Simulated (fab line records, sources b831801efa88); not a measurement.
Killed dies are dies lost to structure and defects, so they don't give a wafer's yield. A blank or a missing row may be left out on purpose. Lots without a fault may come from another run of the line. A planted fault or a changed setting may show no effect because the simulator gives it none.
A struck lot beside a sound one | flow sfq_line | 21 steps out of a route of 325
Sound: wafers L366.2, L366.4, L366.5. Struck: wafers L358.2, L358.3, L358.4. The cause comes at the end.
At each step with rows: each side's tool, then ch and its chambers, then its first start. Under that, the readings that differ: sound wafers | struck wafers | difference of the means | sigmas: that difference in standard deviations of wafers without a fault.
alike: readings whose means differ by less than 2 such deviations, and words and numbers that are the same on both sides. not compared: withheld readings, readings that some wafer has no value for, bounds like >300 that may hide the same value, and numbers for which the record gives no deviation and whose values overlap.
The two part at a step that has a row with sigmas, a row that says differs or no value, or rows on one side only. Numbers that don't overlap but have no deviation are shown without sigmas and don't part them. A reading that every wafer of one side lacks parts them only if that side has two wafers or more.

first, 2 steps without rows for these wafers: SFQ_TRILAYER_M2_LITHO_PEB_060 (peb time 60 s); SFQ_TRILAYER_M2_LITHO_DEVELOP_059 (time 60 s).
SFQ_M2_OVL_MEAS_916:
  sound on overlay-02, day 39 02:45; struck on overlay-02, day 36 03:01
  alike: M2_OVL
then, 1 step without rows for these wafers: SFQ_TRILAYER_M2_BARC_OPEN_METAL_ETCH_077 (etches BARC in O2, target depth 125 nm, time 41.7 s).
SFQ_TRILAYER_M2_ETCH_METAL_ETCH_060: etches Nb in Cl2/Ar, stops on SiO2, target depth 240 nm, time 120 s.
  sound on rie_metal-03 ch 0,1, day 39 02:50; struck on rie_metal-01 ch 0,1, day 36 03:06
  alike: drypump_motor_current_A, oes_product_au
  not compared: rf_hours_counter_h
SFQ_TRILAYER_M2_STRIP_STRIP_061: strips in O2.
  sound on rie_metal-03 ch 0,1, day 39 02:58; struck on rie_metal-01 ch 0,1, day 36 03:13
  alike: drypump_motor_current_A, oes_product_au
  not compared: rf_hours_counter_h
then, 1 step without rows for these wafers: SFQ_TRILAYER_M2_STRIP_SOLV_CLEAN_062 (cleans in NMP, time 600 s).
SFQ_TRILAYER_I2_DEP_PECVD_063: deposits SiO2 from SiH4/N2O, time 111.11 s, target thk 500 nm.
  sound on pecvd-02 ch 1,2, day 39 03:44; struck on pecvd-04 ch 1,2, day 36 04:00
  alike: heater_power_w, throttle_valve_pct
then, 1 step without rows for these wafers: SFQ_TRILAYER_I2_CMP_CMP_064 (polishes SiO2).
SFQ_I2_BOW_MEAS_917:
  sound on film_metro-03, day 39 06:50; struck on film_metro-01, day 36 07:06
  reading     | sound    | struck   | difference | sigmas
  I2_BOW (um) | 17 20 19 | -2 -7 -8 | -24        | -3
SFQ_TRILAYER_I2_METRO_MEASURE_065:
  sound on film_metro-03, day 39 07:08; struck on film_metro-01, day 36 07:24
  alike: thk_nm
then, 1 step without rows for these wafers: SFQ_TRILAYER_I2_VIA_LITHO_COAT_072 (resist thk 62 nm).
SFQ_TRILAYER_I2_VIA_LITHO_COAT_067: resist thk 650 nm.
  sound on litho_track-02 ch 0, day 39 08:29; struck on litho_track-02 ch 0, day 36 08:45
  reading                                                 | sound             | struck          | difference | sigmas
  model.KrF_of_TRILAYER_I2_VIA_LITHO_COAT_067.thk_nm (nm) | 647.9 646.4 648.3 | 607.2 607.6 607 | -40.3      |
  alike: spin_speed_rpm
then, 4 steps without rows for these wafers: SFQ_TRILAYER_I2_VIA_LITHO_SOFTBAKE_071; SFQ_TRILAYER_I2_VIA_LITHO_EXPOSE_068 (exposes mask I2, target cd 500 nm); SFQ_TRILAYER_I2_VIA_LITHO_PEB_070 (peb time 60 s); SFQ_TRILAYER_I2_VIA_LITHO_DEVELOP_069 (time 60 s).
-- the record jumps here: 6 days lie between the struck wafers' starts before and after --
SFQ_I2_OVL_MEAS_918:
  sound on overlay-02, day 45 00:19; struck on overlay-01, day 42 04:52
  alike: I2_OVL
then, 1 step without rows for these wafers: SFQ_TRILAYER_I2_VIA_BARC_OPEN_VIA_ETCH_096 (etches BARC in O2, target depth 125 nm, time 41.7 s).
SFQ_TRILAYER_I2_VIA_ETCH_VIA_ETCH_070: etches SiO2 in CHF3, stops on Nb, target depth 260 nm.
  sound on rie_diel-04 ch 0,2,3, day 45 00:23; struck on rie_diel-01 ch 0,2,3, day 42 04:56
  reading                                                 | sound             | struck            | difference | sigmas
  model.KrF_of_TRILAYER_I2_VIA_LITHO_COAT_067.thk_nm (nm) | 526.2 523.8 525.4 | 484.9 483.8 480.8 | -42.0      |
  alike: drypump_motor_current_A, oes_product_au
SFQ_TRILAYER_I2_VIA_STRIP_STRIP_071: strips in O2.
  sound on rie_metal-01 ch 0,1, day 45 00:30; struck on rie_metal-04 ch 0,1, day 42 05:03
  reading                     | sound       | struck      | difference | sigmas
  drypump_motor_current_A (A) | 6.3 6.1 6.3 | 5.0 5.0 5.8 | -1.0       | -3
  alike: oes_product_au
  not compared: rf_hours_counter_h

WHERE THEY PART
First at SFQ_I2_BOW_MEAS_917; last, within this record, at SFQ_TRILAYER_I2_VIA_STRIP_STRIP_071.

WHY: what the simulator had put in
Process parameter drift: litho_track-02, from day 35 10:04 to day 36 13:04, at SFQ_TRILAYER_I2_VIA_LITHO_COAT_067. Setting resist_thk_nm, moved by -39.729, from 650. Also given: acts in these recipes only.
